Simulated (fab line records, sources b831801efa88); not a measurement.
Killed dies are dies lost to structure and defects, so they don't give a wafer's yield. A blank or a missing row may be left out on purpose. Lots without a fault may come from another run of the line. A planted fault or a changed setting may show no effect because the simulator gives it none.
Chamber matching | flow gf180mcu | GF_V2_CMP_26 on cmp-01: 4 sister chambers
The step polishes, stops on SiO2, t overpolish 15 s, target thk 0 nm. 8 wafers are shown with their chamber, then 6 later ones without.

WAFERS WITH THEIR CHAMBER
wafer  | chamber | motor_current_A (A) | time_to_endpoint_s (s)
L337.1 | 3       | 11.4                | 85
L339.1 | 0       | 11.5                | 81
L339.5 | 3       | 11.0                | 85
L342.1 | 1       | 13.9                | 79
L342.4 | 0       | 11.0                | 79
L342.5 | 2       | 11.4                | 83
L346.4 | 2       | 10.9                | 85
L346.5 | 1       | 14.1                | 78

WAFERS WITHOUT THEIR CHAMBER
wafer  | motor_current_A (A) | time_to_endpoint_s (s)
L346.6 | 10.9                | 83
L351.2 | 13.9                | 78
L351.4 | 10.8                | 71
L351.5 | 11.4                | 76
L353.2 | 11.4                | 90
L353.6 | 11.3                | 76

WHICH CHAMBER EACH WENT THROUGH
wafer  | from the rows above          | in truth
L346.6 | can't be placed: 2 or 3 or 0 | 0
L351.2 | 1                            | 1
L351.4 | 0                            | 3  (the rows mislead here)
L351.5 | 0                            | 0
L353.2 | can't be placed: 3 or 2      | 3
L353.6 | 0                            | 0
Placed correctly: 3 of 6. Can't be placed from these rows: 2 (the true chamber is among the candidates in 2). Placed wrongly: 1.
How it was worked out, from the rows above alone: a wafer's distance from a chamber is the root of the sum, over the readings, of the square of ((its reading less the chamber's mean) divided by the reading's scatter). The wafer belongs to the nearest chamber; if the next one is less than 2 further off, it can't be placed. A chamber's mean is the mean of its shown wafers. The scatter: the root of (the sum of the squares of (reading less its chamber's mean) over the shown wafers, divided by (wafers less chambers)).
